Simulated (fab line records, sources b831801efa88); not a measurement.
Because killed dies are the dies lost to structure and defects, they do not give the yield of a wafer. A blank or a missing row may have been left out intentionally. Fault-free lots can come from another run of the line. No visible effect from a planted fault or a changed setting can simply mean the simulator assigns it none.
Which tool was responsible? ; flow gf180mcu ; 72 wafers from 24 lots sampled at 4 of the route's 602 steps

== WHAT EACH GAUGE READ, for each wafer ==
GF_V2_CD_MEAS_14: target cd 260 nm. Usual: cd_nm reads 260.3 nm (standard deviation 1.1).
lot;measured;on;cd_nm (nm);flag
L074;day 20 05:41;cd_sem-02;259.4 260.5 261.0;
L075;day 20 13:44;cd_sem-01;260.4 260.5 259.9;
L076;day 20 21:00;cd_sem-02;262.8 262.1 262.4;
L077;day 21 09:31;cd_sem-02;259.9 259.4 260.1;
L078;day 22 04:29;cd_sem-01;259.9 259.2 260.1;
L079;day 22 10:52;cd_sem-02;260.3 259.8 261.2;
L080;day 22 17:33;cd_sem-01;259.6 260.1 260.1;
L081;day 23 00:50;cd_sem-02;259.9 259.6 259.0;
L082;day 23 09:32;cd_sem-02;259.3 260.1 259.7;
L083;day 24 00:55;cd_sem-02;260.0 260.8 260.4;
L084;day 24 09:50;cd_sem-02;260.5 262.0 260.3;
L085;day 24 16:59;cd_sem-02;260.9 260.7 260.5;
L086;day 25 01:16;cd_sem-01;261.2 262.1 260.7;
L087;day 25 04:21;cd_sem-01;259.8 259.5 259.5;
L088;day 25 05:13;cd_sem-02;261.4 260.9 260.2;
L089;day 25 18:44;cd_sem-01;261.8 261.5 263.4;
L090;day 25 22:35;cd_sem-01;258.6 258.7 258.4;
L091;day 26 08:13;cd_sem-02;259.5 258.6 260.1;
L092;day 26 13:46;cd_sem-01;259.6 258.4 258.0;
L093;day 26 18:35;cd_sem-01;259.1 258.5 259.3;
L094;day 27 00:38;cd_sem-02;261.0 260.8 259.7;
L095;day 27 10:19;cd_sem-02;258.8 258.8 260.6;
L096;day 27 14:28;cd_sem-02;262.1 263.1 261.0;
L097;day 28 01:10;cd_sem-02;261.3 260.8 260.8;

GF_M5_CD_MEAS_07: target cd 280 nm. Usual: cd_nm reads 279.9 nm (standard deviation 1.3).
lot;measured;on;cd_nm (nm);flag
L074;day 26 05:52;cd_sem-01;280.0 280.0 280.2;
L075;day 26 13:22;cd_sem-02;278.3 278.8 278.0;
L076;day 26 20:29;cd_sem-01;276.5 277.2 277.9;
L077;day 27 05:34;cd_sem-01;280.2 280.2 279.7;
L078;day 27 21:13;cd_sem-01;279.0 280.7 280.3;
L079;day 28 04:23;cd_sem-01;280.1 280.5 281.7;
L080;day 28 09:19;cd_sem-01;280.3 280.6 280.1;
L081;day 28 17:05;cd_sem-02;279.5 278.6 278.9;
L082;day 28 22:44;cd_sem-02;281.0 281.8 281.3;
L083;day 29 12:17;cd_sem-02;280.6 280.7 280.8;
L084;day 29 21:22;cd_sem-01;280.3 279.3 279.3;
L085;day 30 02:31;cd_sem-01;282.0 280.5 280.7;
L086;day 30 07:28;cd_sem-01;281.3 280.1 281.0;
L087;day 30 10:14;cd_sem-01;278.2 277.7 279.1;
L088;day 30 11:29;cd_sem-01;276.8 278.6 276.5;
L089;day 30 23:31;cd_sem-01;279.7 279.8 280.2;
L090;day 31 03:07;cd_sem-02;281.0 282.3 281.2;
L091;day 31 12:31;cd_sem-01;278.2 277.7 278.2;
L092;day 31 16:55;cd_sem-02;281.2 280.7 280.1;
L093;day 31 19:55;cd_sem-01;279.9 279.4 280.3;
L094;day 32 01:23;cd_sem-02;281.0 280.0 280.4;
L095;day 32 09:28;cd_sem-02;281.3 280.8 279.1;
L096;day 32 12:44;cd_sem-02;281.6 281.9 280.6;
L097;day 32 23:02;cd_sem-01;282.0 281.6 281.8;

== EACH LOT AND THE TOOL THAT RAN IT (in order: tool; ch and the chambers of the sampled wafers; start) ==
lot;GF_CONTACT_CVD_24;GF_M4_SPUTTER_03
L074;cvd_w-02 ch 0,1, day 16 02:20;pvd_sputter-04, day 22 10:23
L075;cvd_w-01 ch 0,1, day 16 10:06;pvd_sputter-04, day 22 18:40
L076;cvd_w-02 ch 0,1, day 16 16:09;pvd_sputter-04, day 23 01:08
L077;cvd_w-01 ch 0,1, day 17 04:31;pvd_sputter-03, day 23 12:24
L078;cvd_w-01 ch 0,1, day 17 22:59;pvd_sputter-04, day 24 05:27
L079;cvd_w-02 ch 0,1, day 18 05:14;pvd_sputter-01, day 24 12:57
L080;cvd_w-01 ch 0,1, day 18 13:02;pvd_sputter-03, day 24 19:53
L081;cvd_w-01 ch 0,1, day 18 19:14;pvd_sputter-01, day 25 03:23
L082;cvd_w-01 ch 0,1, day 19 05:45;pvd_sputter-04, day 25 10:02
L083;cvd_w-01 ch 0,1, day 19 22:00;pvd_sputter-03, day 26 01:01
L084;cvd_w-02 ch 0,1, day 20 07:27;pvd_sputter-04, day 26 09:32
L085;cvd_w-01 ch 0,1, day 20 14:14;pvd_sputter-04, day 26 16:19
L086;cvd_w-02 ch 0, day 20 22:38;pvd_sputter-01, day 27 00:34
L087;cvd_w-01 ch 0,1, day 21 04:59;pvd_sputter-01, day 27 02:44
L088;cvd_w-02 ch 0,1, day 21 05:09;pvd_sputter-03, day 27 03:26
L089;cvd_w-02 ch 0,1, day 21 20:29;pvd_sputter-04, day 27 15:49
L090;cvd_w-01 ch 0,1, day 22 02:14;pvd_sputter-03, day 27 20:23
L091;cvd_w-01 ch 1, day 22 10:53;pvd_sputter-01, day 28 05:44
L092;cvd_w-01 ch 0, day 22 17:13;pvd_sputter-03, day 28 10:37
L093;cvd_w-01 ch 0,1, day 22 23:32;pvd_sputter-04, day 28 14:46
L094;cvd_w-01 ch 0,1, day 23 07:05;pvd_sputter-04, day 28 20:53
L095;cvd_w-02 ch 0,1, day 23 16:02;pvd_sputter-01, day 29 06:11
L096;cvd_w-02 ch 0,1, day 23 20:53;pvd_sputter-04, day 29 09:43
L097;cvd_w-01 ch 0,1, day 24 08:18;pvd_sputter-04, day 29 20:05
- GF_CONTACT_CVD_24: deposits W, target thk 300 nm, time 90.339 s.
- GF_M4_SPUTTER_03: material Ti, target thk 10 nm, time 6.7 s.

== WHAT THE TOOLS THEMSELVES READ (means of the sampled wafers that have a number; where no wafer has one, the mark that the record gives instead) ==
GF_CONTACT_CVD_24. Usual: heater_power_w reads 940 W (standard deviation 100).
lot;tool;heater_power_w (W);flag
L074;cvd_w-02;1053;
L075;cvd_w-01;857;
L076;cvd_w-02;1006;
L077;cvd_w-01;859;
L078;cvd_w-01;900;
L079;cvd_w-02;984;
L080;cvd_w-01;865;
L081;cvd_w-01;868;
L082;cvd_w-01;907;
L083;cvd_w-01;882;
L084;cvd_w-02;1006;
L085;cvd_w-01;910;
L086;cvd_w-02;932;
L087;cvd_w-01;880;
L088;cvd_w-02;1086;
L089;cvd_w-02;1005;
L090;cvd_w-01;884;
L091;cvd_w-01;939;
L092;cvd_w-01;845;
L093;cvd_w-01;871;
L094;cvd_w-01;911;
L095;cvd_w-02;1063;
L096;cvd_w-02;1014;
L097;cvd_w-01;900;

GF_M4_SPUTTER_03. Usual: substrate_temp_c 299.98 C, standard deviation 0.21; throttle_valve_pct 30.5 %, standard deviation 0.78.
lot;tool;substrate_temp_c (C);throttle_valve_pct (%);flag
L074;pvd_sputter-04;299.97;31.0;
L075;pvd_sputter-04;299.94;31.3;
L076;pvd_sputter-04;299.79;30.8;
L077;pvd_sputter-03;300.05;29.6;
L078;pvd_sputter-04;299.88;30.6;
L079;pvd_sputter-01;299.88;30.0;
L080;pvd_sputter-03;300.24;29.2;
L081;pvd_sputter-01;300.27;30.2;
L082;pvd_sputter-04;299.94;31.1;
L083;pvd_sputter-03;299.95;29.6;
L084;pvd_sputter-04;300.23;30.9;
L085;pvd_sputter-04;299.96;31.2;
L086;pvd_sputter-01;300.28;30.0;
L087;pvd_sputter-01;299.77;30.2;
L088;pvd_sputter-03;300.06;29.6;
L089;pvd_sputter-04;299.88;31.3;
L090;pvd_sputter-03;300.01;29.5;
L091;pvd_sputter-01;299.86;29.8;
L092;pvd_sputter-03;299.86;29.6;
L093;pvd_sputter-04;299.83;31.2;
L094;pvd_sputter-04;300.08;31.3;
L095;pvd_sputter-01;300.00;30.1;
L096;pvd_sputter-04;300.20;31.1;
L097;pvd_sputter-04;299.78;30.8;

== THE ANSWER, worked out from the rows above alone ==
Rule: a lot counts as off when the mean over its wafers that have a number is more than 3 standard deviations away from the usual mean. A lot without any number at a reading at which 4 lots or more have one is off too. Any other lot the step has rows for is counted as sound. First the gauges in route order, then the tools' own readings, where a lot's mean is used as printed above. At the first step where some lot is off, the reading lying furthest off is the one used; lots without a number count as furthest.
Across all readings shown, no lot is off: no conclusion can be drawn from this.

== WHAT THE SIMULATOR HAD INSERTED ==
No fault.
